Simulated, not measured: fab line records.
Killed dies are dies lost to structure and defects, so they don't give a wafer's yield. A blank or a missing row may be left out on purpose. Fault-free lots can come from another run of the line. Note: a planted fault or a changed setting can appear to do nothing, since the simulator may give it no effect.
Chamber matching :: flow sfq line :: cmp-01 running SFQ_TRILAYER_I2_CMP_CMP_064: 4 sister chambers
The step polishes SiO2. 16 wafers are shown with their chamber, then 8 later ones without.

## WAFERS PAIRED WITH THEIR CHAMBERS
wafer: L648.3
chamber: 0
motor current A (A): 8.7
time to endpoint s (s): 215

wafer: L648.4
chamber: 3
motor current A (A): 11.2
time to endpoint s (s): 219

wafer: L648.5
chamber: 0
motor current A (A): 8.9
time to endpoint s (s): 217

wafer: L649.2
chamber: 3
motor current A (A): 10.8
time to endpoint s (s): 206

wafer: L649.4
chamber: 1
motor current A (A): 11.6
time to endpoint s (s): 214

wafer: L649.5
chamber: 0
motor current A (A): 9.5
time to endpoint s (s): 218

wafer: L650.2
chamber: 3
motor current A (A): 11.4
time to endpoint s (s): 224

wafer: L650.5
chamber: 0
motor current A (A): 9.1
time to endpoint s (s): 232

wafer: L650.6
chamber: 3
motor current A (A): 10.9
time to endpoint s (s): 226

wafer: L652.2
chamber: 3
motor current A (A): 10.9
time to endpoint s (s): 204

wafer: L652.4
chamber: 2
motor current A (A): 11.6
time to endpoint s (s): 227

wafer: L652.6
chamber: 2
motor current A (A): 11.0
time to endpoint s (s): 219

wafer: L656.3
chamber: 2
motor current A (A): 11.0
time to endpoint s (s): 218

wafer: L656.2
chamber: 0
motor current A (A): 9.4
time to endpoint s (s): 219

wafer: L656.5
chamber: 1
motor current A (A): 12.5
time to endpoint s (s): 225

wafer: L658.1
chamber: 1
motor current A (A): 11.7
time to endpoint s (s): 218

SIGNATURES (averages over the wafers above)
reading: motor current A
chamber 0: 9.120
chamber 1: 11.933
chamber 2: 11.200
chamber 3: 11.040
scatter within a chamber: 0.345

reading: time to endpoint s
chamber 0: 220.20
chamber 1: 219.00
chamber 2: 221.33
chamber 3: 215.80
scatter within a chamber: 7.69
Rule: distance of a wafer from a chamber = root of the sum over the readings of ((wafer's reading minus chamber's mean) / reading's scatter) squared. The wafer belongs to the nearest chamber; if the next one is less than 2 further off, it can't be placed. The scatter: take each reading less its chamber's mean, square it, sum over the shown wafers, divide by the number of wafers less the number of chambers, and take the root.

## WAFERS WITHOUT THEIR CHAMBER
wafer: L658.3
motor current A (A): 11.2
time to endpoint s (s): 214

wafer: L658.6
motor current A (A): 10.9
time to endpoint s (s): 225

wafer: L668.1
motor current A (A): 9.4
time to endpoint s (s): 205

wafer: L668.2
motor current A (A): 11.7
time to endpoint s (s): 214

wafer: L668.3
motor current A (A): 10.5
time to endpoint s (s): 211

wafer: L669.2
motor current A (A): 12.1
time to endpoint s (s): 202

wafer: L669.5
motor current A (A): 10.8
time to endpoint s (s): 213

wafer: L669.6
motor current A (A): 11.2
time to endpoint s (s): 223

## EACH ONE'S CHAMBER
wafer: L658.3
from the rows above: can't be placed: 3 or 2 or 1
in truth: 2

wafer: L658.6
from the rows above: can't be placed: 2 or 3
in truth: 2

wafer: L668.1
from the rows above: 0
in truth: 0

wafer: L668.2
from the rows above: can't be placed: 1 or 2 or 3
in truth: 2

wafer: L668.3
from the rows above: can't be placed: 3 or 2
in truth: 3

wafer: L669.2
from the rows above: can't be placed: 1 or 3 or 2
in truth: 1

wafer: L669.5
from the rows above: can't be placed: 3 or 2
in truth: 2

wafer: L669.6
from the rows above: can't be placed: 2 or 3 or 1
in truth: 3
Correctly placed: 1 of 8. These rows do not allow placing 7 (true chamber among the candidates in 7). 0 placed wrongly.
